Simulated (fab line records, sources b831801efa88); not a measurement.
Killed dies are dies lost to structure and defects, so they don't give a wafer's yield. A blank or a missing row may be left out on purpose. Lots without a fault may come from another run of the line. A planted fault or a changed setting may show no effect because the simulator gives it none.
Split-lot experiment | flow gf180mcu | 5 lots, 23 wafers read, on a route of 602 steps

THE SPLIT
At GF_V3_CVD_00 (deposits SiO2, target thk 600 nm, time 100 s), the setting sih4_flow_sccm was moved away from the recipe's 60 sccm on 10 of the 23 wafers read, by -11.7% to +13.9%. The other wafers ran this setting at the recipe's value.

The file shows no step between the split and the reading.

THE READING
V3_CVD_00_THK, in nm, at GF_V3_THK_MEAS_01. Fault-free wafers of this fab line usually give 600 nm, standard deviation 6.6 nm.

wafer  | tool, chamber at the split | sih4_flow_sccm as run, sccm | against the recipe | V3_CVD_00_THK, nm | against lot-mates on the recipe
L077.2 | hdpcvd-02, 1               | 60                          | recipe             | 586               | -
L077.3 | hdpcvd-02, 2               | 52.96                       | -11.7%             | 530               | -67
L077.4 | hdpcvd-02, 2               | 60                          | recipe             | 602               | -
L077.5 | hdpcvd-02, 1               | 52.96                       | -11.7%             | 522               | -75
L077.6 | hdpcvd-02, 0               | 60                          | recipe             | 602               | -
L076.1 | hdpcvd-02, 1               | 57.36                       | -4.4%              | 567               | -30
L076.2 | hdpcvd-02, 0               | 57.36                       | -4.4%              | 580               | -17
L076.3 | hdpcvd-02, 2               | 57.36                       | -4.4%              | 565               | -32
L076.5 | hdpcvd-02, 1               | 60                          | recipe             | 595               | -
L076.6 | hdpcvd-02, 2               | 60                          | recipe             | 599               | -
L081.2 | hdpcvd-02, 0               | 60                          | recipe             | 610               | -
L081.3 | hdpcvd-02, 1               | 60                          | recipe             | 602               | -
L081.4 | hdpcvd-02, 1               | 60                          | recipe             | 594               | -
L080.2 | hdpcvd-02, 2               | 60                          | recipe             | 610               | -
L080.3 | hdpcvd-02, 0               | 60                          | recipe             | 606               | -
L080.4 | hdpcvd-02, 0               | 55.77                       | -7.0%              | 565               | -44
L080.5 | hdpcvd-02, 2               | 60                          | recipe             | 612               | -
L080.6 | hdpcvd-02, 1               | 55.77                       | -7.0%              | 558               | -51
L083.2 | hdpcvd-02, 1               | 60                          | recipe             | 601               | -
L083.3 | hdpcvd-02, 0               | 60                          | recipe             | 616               | -
L083.4 | hdpcvd-02, 1               | 68.36                       | +13.9%             | 684               | +76
L083.5 | hdpcvd-02, 2               | 68.36                       | +13.9%             | 695               | +86
L083.6 | hdpcvd-02, 0               | 68.36                       | +13.9%             | 699               | +90

THE FIT
A straight line over all 23 wafers: V3_CVD_00_THK changes by +6.46 nm for each +1% of sih4_flow_sccm; r = +0.99; the points scatter about the line by 7.6 nm.
The same after taking each lot's own level away (the mean of its wafers on the recipe; 23 wafers): +6.1 nm for each +1%; r = +0.99; scatter 6.2 nm.
On that fit, the largest move of sih4_flow_sccm shifts the reading by 85 nm.
The lots' own levels span 596.7 to 609.3 nm, that is 1.9 times the standard deviation above.
So the lot-to-lot level changes the slope little: the two slopes agree.
Check: with one of the wafers moved furthest among these (+13.9%) left out of the fit, the line predicts +87.6 nm for it against its lot-mates. It came out at +75.5 nm against them.

THE WHOLE CHAIN: every reading that the file lists as answering this split, in the file's order
step              | what it does                                 | reading                                                                   | change (the file's fit)              | r (the file's)
GF_V3_CVD_00      | deposits SiO2, target thk 600 nm, time 100 s | SiO2_of_V3_CVD_00.thk_nm (the simulator's own value, which no gauge read) | +6.09 nm for each +1% of the setting | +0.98
GF_V3_THK_MEAS_01 |                                              | V3_CVD_00_THK                                                             | +6.12 for each +1% of the setting    | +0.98

THE FILE'S OWN FIT
V3_CVD_00_THK changes by +6.12 nm for each +1% of sih4_flow_sccm, r = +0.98.
